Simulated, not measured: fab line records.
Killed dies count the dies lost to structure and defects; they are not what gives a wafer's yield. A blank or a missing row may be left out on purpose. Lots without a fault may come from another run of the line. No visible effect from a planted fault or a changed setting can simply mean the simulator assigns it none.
Which of the tools did it? | flow sky130 | 14 lots, 42 wafers sampled, at 6 steps of a route of 708

== WHAT THE GAUGES READ, wafer by wafer ==
SKY_LDD_LDN_OVL_MEAS_07.
lot  | measured     | on         | LDD_LDN_OVL (nm)
L329 | day 22 10:17 | overlay-01 | 1.2 -0.3 0.6
L330 | day 23 02:32 | overlay-02 | 0.3 -0.3 1.3
L331 | day 23 09:13 | overlay-01 | 1.6 1.6 0.0
L332 | day 23 15:32 | overlay-02 | 0.2 3.0 0.2
L333 | day 24 11:25 | overlay-02 | 0.8 2.5 1.5
L334 | day 24 22:01 | overlay-02 | 0.8 1.5 1.6
L335 | day 25 00:38 | overlay-02 | -0.9 -0.3 0.3
L336 | day 25 15:55 | overlay-01 | 0.5 -1.8 -0.2
L340 | day 26 18:31 | overlay-01 | -0.7 0.3 -0.6
L339 | day 26 21:44 | overlay-01 | 2.1 0.8 1.2
L341 | day 27 06:10 | overlay-01 | -2.4 -1.0 1.1
L342 | day 27 19:31 | overlay-01 | 1.4 -0.7 0.4
L343 | day 27 23:47 | overlay-02 | -0.6 0.7 -1.6
L351 | day 31 03:41 | overlay-01 | 2.1 1.8 3.8

SKY_SD_P_OVL_MEAS_08.
lot  | measured     | on         | SD_P_OVL (nm)
L329 | day 25 00:08 | overlay-02 | -1.9 -2.7 -1.0
L330 | day 25 17:20 | overlay-02 | -0.6 -1.1 1.1
L331 | day 25 23:29 | overlay-01 | 0.3 0.1 -1.1
L332 | day 26 05:59 | overlay-01 | 1.2 -1.1 -0.8
L333 | day 27 02:17 | overlay-01 | -0.2 -0.9 -0.3
L334 | day 27 10:23 | overlay-02 | 0.5 -0.1 -2.0
L335 | day 27 14:08 | overlay-02 | -2.5 -0.7 -0.5
L336 | day 28 02:29 | overlay-01 | 1.8 1.7 1.1
L340 | day 29 07:05 | overlay-02 | -0.8 -1.1 -0.8
L339 | day 29 11:10 | overlay-01 | 0.3 1.1 1.7
L341 | day 29 19:05 | overlay-02 | -2.3 -0.7 -1.8
L342 | day 30 08:17 | overlay-02 | 1.0 -0.4 0.1
L343 | day 30 11:05 | overlay-02 | 0.2 -1.4 0.2
L351 | day 33 12:31 | overlay-01 | -0.5 -1.7 -1.8

SKY_SD_N_TW_MEAS_12.
lot  | measured     | on            | SD_N_TW
L329 | day 27 11:16 | film-metro-01 | 3850 3838 3826
L330 | day 28 02:38 | film-metro-02 | 3993 3977 3966
L331 | day 28 09:36 | film-metro-02 | 3963 3965 3980
L332 | day 28 15:34 | film-metro-01 | 3880 3856 3858
L333 | day 29 12:26 | film-metro-02 | 3955 3965 3972
L334 | day 29 21:14 | film-metro-02 | 4015 4005 4009
L335 | day 30 00:06 | film-metro-04 | 4019 4019 4016
L336 | day 30 12:59 | film-metro-01 | 3875 3866 3857
L340 | day 31 14:12 | film-metro-01 | 3860 3864 3863
L339 | day 31 18:31 | film-metro-04 | 4014 4014 3999
L341 | day 32 02:53 | film-metro-01 | 29 29 29
L342 | day 32 15:43 | film-metro-01 | 29 29 29
L343 | day 32 18:28 | film-metro-02 | 4000 3989 3992
L351 | day 35 17:47 | film-metro-04 | 4001 3987 3995

== TOOL THAT RAN EACH LOT (tool first, then ch and the chambers of the sampled wafers, then the start) ==
lot  | SKY_LDD_HVN_STRIP_09                 | SKY_RES_XHIGH_STRIP_08               | SKY_SD_N_STRIP_11
L329 | plasma-asher-02 ch 0,1, day 19 21:07 | plasma-asher-01 ch 0,1, day 26 06:01 | plasma-asher-01 ch 0,1, day 27 11:10
L330 | plasma-asher-02 ch 0,1, day 20 14:51 | plasma-asher-01 ch 0,1, day 26 21:58 | plasma-asher-01 ch 0,1, day 28 02:31
L331 | plasma-asher-02 ch 0,1, day 20 19:34 | plasma-asher-03 ch 0,1, day 27 04:34 | plasma-asher-04 ch 0,1, day 28 09:29
L332 | plasma-asher-02 ch 0,1, day 21 03:34 | plasma-asher-03 ch 0,1, day 27 10:43 | plasma-asher-01 ch 0,1, day 28 15:28
L333 | plasma-asher-03 ch 1, day 21 23:15   | plasma-asher-03 ch 0, day 28 07:13   | plasma-asher-02 ch 0, day 29 12:20
L334 | plasma-asher-02 ch 0,1, day 22 10:45 | plasma-asher-04 ch 0,1, day 28 15:49 | plasma-asher-02 ch 0,1, day 29 21:08
L335 | plasma-asher-03 ch 1, day 22 13:36   | plasma-asher-03 ch 0,1, day 28 18:59 | plasma-asher-04 ch 0,1, day 29 23:59
L336 | plasma-asher-01 ch 0,1, day 23 04:33 | plasma-asher-03 ch 0,1, day 29 08:01 | plasma-asher-02 ch 0,1, day 30 12:53
L340 | plasma-asher-01 ch 0,1, day 24 07:39 | plasma-asher-01 ch 0,1, day 30 11:07 | plasma-asher-01 ch 0,1, day 31 14:05
L339 | plasma-asher-03 ch 0,1, day 24 10:37 | plasma-asher-01 ch 0,1, day 30 15:23 | plasma-asher-02 ch 0,1, day 31 18:25
L341 | plasma-asher-01 ch 0,1, day 24 20:24 | plasma-asher-03 ch 0,1, day 30 23:03 | plasma-asher-02 ch 0,1, day 32 02:47
L342 | plasma-asher-02 ch 0,1, day 25 10:49 | plasma-asher-03 ch 0,1, day 31 12:02 | plasma-asher-02 ch 0,1, day 32 15:37
L343 | plasma-asher-03 ch 0,1, day 25 14:18 | plasma-asher-01 ch 0,1, day 31 14:25 | plasma-asher-04 ch 0,1, day 32 18:22
L351 | plasma-asher-02 ch 0,1, day 28 20:30 | plasma-asher-01 ch 0,1, day 34 15:10 | plasma-asher-01 ch 0,1, day 35 17:41
- SKY_LDD_HVN_STRIP_09: strips in O2/N2.
- SKY_RES_XHIGH_STRIP_08: strips in O2/N2.
- SKY_SD_N_STRIP_11: strips in O2/N2.

== WHAT THE TOOLS THEMSELVES READ (means of the sampled wafers that have a number; where no wafer has one, the mark that the record gives instead) ==
SKY_LDD_HVN_STRIP_09.
lot  | tool            | chamber-pressure-mTorr (mTorr) | drypump-motor-current-A (A) | o2-flow-sccm (sccm) | oes-product-au (a.u.) | strip-time-to-endpoint-s (s)
L329 | plasma-asher-02 | 1500.5                         | 6.1                         | 2999                | 0.408                 | 4.140
L330 | plasma-asher-02 | 1501.2                         | 5.9                         | 3004                | 0.407                 | 4.113
L331 | plasma-asher-02 | 1500.7                         | 6.1                         | 2992                | 0.408                 | 4.109
L332 | plasma-asher-02 | 1500.5                         | 6.2                         | 3004                | 0.416                 | 4.166
L333 | plasma-asher-03 | 1500.5                         | 5.7                         | 3003                | 0.416                 | 4.116
L334 | plasma-asher-02 | 1498.2                         | 6.1                         | 3005                | 0.410                 | 4.112
L335 | plasma-asher-03 | 1498.7                         | 5.7                         | 2997                | 0.409                 | 4.118
L336 | plasma-asher-01 | 1499.5                         | 5.5                         | 3013                | 0.407                 | 4.126
L340 | plasma-asher-01 | 1499.1                         | 5.5                         | 2998                | 0.402                 | 4.114
L339 | plasma-asher-03 | 1500.2                         | 5.5                         | 3007                | 0.411                 | 4.153
L341 | plasma-asher-01 | 1500.7                         | 5.3                         | 3006                | 0.411                 | 4.128
L342 | plasma-asher-02 | 1499.5                         | 5.9                         | 3005                | 0.406                 | 4.115
L343 | plasma-asher-03 | 1499.8                         | 5.5                         | 3011                | 0.405                 | 4.137
L351 | plasma-asher-02 | 1501.1                         | 5.9                         | 2995                | 0.410                 | 4.166

SKY_RES_XHIGH_STRIP_08.
lot  | tool            | chamber-pressure-mTorr (mTorr) | drypump-motor-current-A (A) | o2-flow-sccm (sccm) | oes-product-au (a.u.) | strip-time-to-endpoint-s (s)
L329 | plasma-asher-01 | 1500.5                         | 5.3                         | 2996                | 0.706                 | 14.21
L330 | plasma-asher-01 | 1499.8                         | 5.3                         | 3002                | 0.712                 | 14.31
L331 | plasma-asher-03 | 1501.3                         | 5.3                         | 3000                | 0.714                 | 14.24
L332 | plasma-asher-03 | 1499.8                         | 5.5                         | 3002                | 0.707                 | 14.20
L333 | plasma-asher-03 | 1499.6                         | 5.1                         | 3016                | 0.710                 | 14.25
L334 | plasma-asher-04 | 1499.7                         | 5.9                         | 3001                | 0.716                 | 14.30
L335 | plasma-asher-03 | 1498.4                         | 5.5                         | 2993                | 0.711                 | 14.21
L336 | plasma-asher-03 | 1500.0                         | 5.3                         | 3007                | 0.713                 | 14.29
L340 | plasma-asher-01 | 1498.9                         | 5.5                         | 2998                | 0.711                 | 14.31
L339 | plasma-asher-01 | 1499.8                         | 5.5                         | 3004                | 0.714                 | 14.20
L341 | plasma-asher-03 | -                              | -                           | -                   | -                     | -
L342 | plasma-asher-03 | -                              | -                           | -                   | -                     | -
L343 | plasma-asher-01 | 1500.6                         | 5.5                         | 3001                | 0.714                 | 14.27
L351 | plasma-asher-01 | 1499.1                         | 5.2                         | 2999                | 0.715                 | 14.22

SKY_SD_N_STRIP_11.
lot  | tool            | chamber-pressure-mTorr (mTorr) | drypump-motor-current-A (A) | o2-flow-sccm (sccm) | oes-product-au (a.u.) | strip-time-to-endpoint-s (s)
L329 | plasma-asher-01 | 1498.9                         | 5.5                         | 2989                | 0.523                 | 22.55
L330 | plasma-asher-01 | 1500.5                         | 5.5                         | 3000                | 0.529                 | 22.54
L331 | plasma-asher-04 | 1500.4                         | 5.9                         | 2999                | 0.526                 | 22.51
L332 | plasma-asher-01 | 1500.2                         | 5.5                         | 2989                | 0.526                 | 22.62
L333 | plasma-asher-02 | 1499.5                         | 6.4                         | 3007                | 0.522                 | 22.57
L334 | plasma-asher-02 | 1500.1                         | 5.9                         | 2998                | 0.530                 | 22.54
L335 | plasma-asher-04 | 1500.0                         | 5.9                         | 2997                | 0.527                 | 22.48
L336 | plasma-asher-02 | 1500.7                         | 5.9                         | 3010                | 0.530                 | 22.54
L340 | plasma-asher-01 | 1500.0                         | 5.3                         | 3003                | 0.528                 | 22.54
L339 | plasma-asher-02 | 1500.8                         | 6.1                         | 3005                | 0.530                 | 22.58
L341 | plasma-asher-02 | 1500.0                         | 5.9                         | 2998                | 0.620                 | 39.37
L342 | plasma-asher-02 | 1500.3                         | 5.9                         | 2998                | 0.614                 | 39.48
L343 | plasma-asher-04 | 1499.7                         | 5.9                         | 2991                | 0.526                 | 22.54
L351 | plasma-asher-01 | 1499.0                         | 5.2                         | 3001                | 0.523                 | 22.46

== THE ANSWER, worked out from the rows above alone ==
Rule: the usual values come from the lots themselves. The widest of any qualifying gaps counts: lots, ordered by their means at a reading, are off when they make up no more than a third of the lots, leave a main group of 4 or more, and stand apart from it by 3 or more times the standard deviation of that group's means. Not used: any main group whose means are identical at the precision the tables above print for the reading. A lot without any number at a reading at which 4 lots or more have one is off too. All remaining lots with rows at the step are treated as sound. First the gauges in route order, then the tools' own readings, where a lot's mean is used as printed above. At the first step where some lot is off, the reading lying furthest off is the one used; lots without a number count as furthest.
Off: L341, L342, at SKY_SD_N_TW_MEAS_12 (SD_N_TW). Main group: mean 3947, sd 65.
A tool fits if, at a process step before that reading, it ran every lot that is off, and no sound lot after the first of them. Not tried: the gauges at SKY_SD_N_TW_MEAS_12; whatever is off there is also off at SKY_RES_XHIGH_STRIP_08, on other tools, and gauge error can't account for it. This does not decide it: 2 tools fit, namely plasma-asher-03 at SKY_RES_XHIGH_STRIP_08 and plasma-asher-02 at SKY_SD_N_STRIP_11.

== WHAT THE SIMULATOR PUT IN ==
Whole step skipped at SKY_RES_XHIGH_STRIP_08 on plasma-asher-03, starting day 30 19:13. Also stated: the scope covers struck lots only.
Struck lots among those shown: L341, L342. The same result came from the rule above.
